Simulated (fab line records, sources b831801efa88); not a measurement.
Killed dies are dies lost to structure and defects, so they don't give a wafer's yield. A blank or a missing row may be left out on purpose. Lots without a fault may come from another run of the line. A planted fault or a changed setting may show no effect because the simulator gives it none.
Chamber matching | flow sky130 | SKY_LI_CONTACT_CMP_24 on cmp-01: 4 sister chambers
The step polishes, stops on PSG, t overpolish 20 s, target thk 0 nm. 8 wafers are shown with their chamber, then 7 later ones without.

WAFERS WITH THEIR CHAMBER
wafer  | chamber | motor_current_A (A) | slurry_flow_ml_min
L533.4 | 3       | 12.8                | 149.5
L535.2 | 3       | 12.5                | 149.6
L539.4 | 2       | 10.6                | 149.7
L543.6 | 2       | 10.4                | 150.1
L546.1 | 1       | 9.2                 | 149.4
L546.3 | 0       | 10.1                | 150.3
L546.6 | 1       | 9.9                 | 150.5
L551.2 | 0       | 10.1                | 149.8

WAFERS WITHOUT THEIR CHAMBER
wafer  | motor_current_A (A) | slurry_flow_ml_min
L551.4 | 10.7                | 149.7
L552.4 | 10.6                | 150.3
L552.5 | 12.9                | 149.6
L552.6 | 10.4                | 150.1
L553.2 | 11.8                | 150.2
L553.4 | 9.7                 | 149.5
L553.6 | 10.5                | 149.7

WHICH CHAMBER EACH WENT THROUGH
wafer  | from the rows above          | in truth
L551.4 | can't be placed: 2 or 0      | 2
L552.4 | can't be placed: 2 or 0      | 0
L552.5 | 3                            | 3
L552.6 | can't be placed: 2 or 0      | 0
L553.2 | can't be placed: 3 or 2      | 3
L553.4 | can't be placed: 1 or 0 or 2 | 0
L553.6 | can't be placed: 2 or 0      | 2
Placed correctly: 1 of 7. Can't be placed from these rows: 6 (the true chamber is among the candidates in 6). Placed wrongly: 0.
How it was worked out, from the rows above alone: a wafer's distance from a chamber is the root of the sum, over the readings, of the square of ((its reading less the chamber's mean) divided by the reading's scatter). The wafer belongs to the nearest chamber; if the next one is less than 2 further off, it can't be placed. A chamber's mean is the mean of its shown wafers. The scatter: the root of (the sum of the squares of (reading less its chamber's mean) over the shown wafers, divided by (wafers less chambers)).
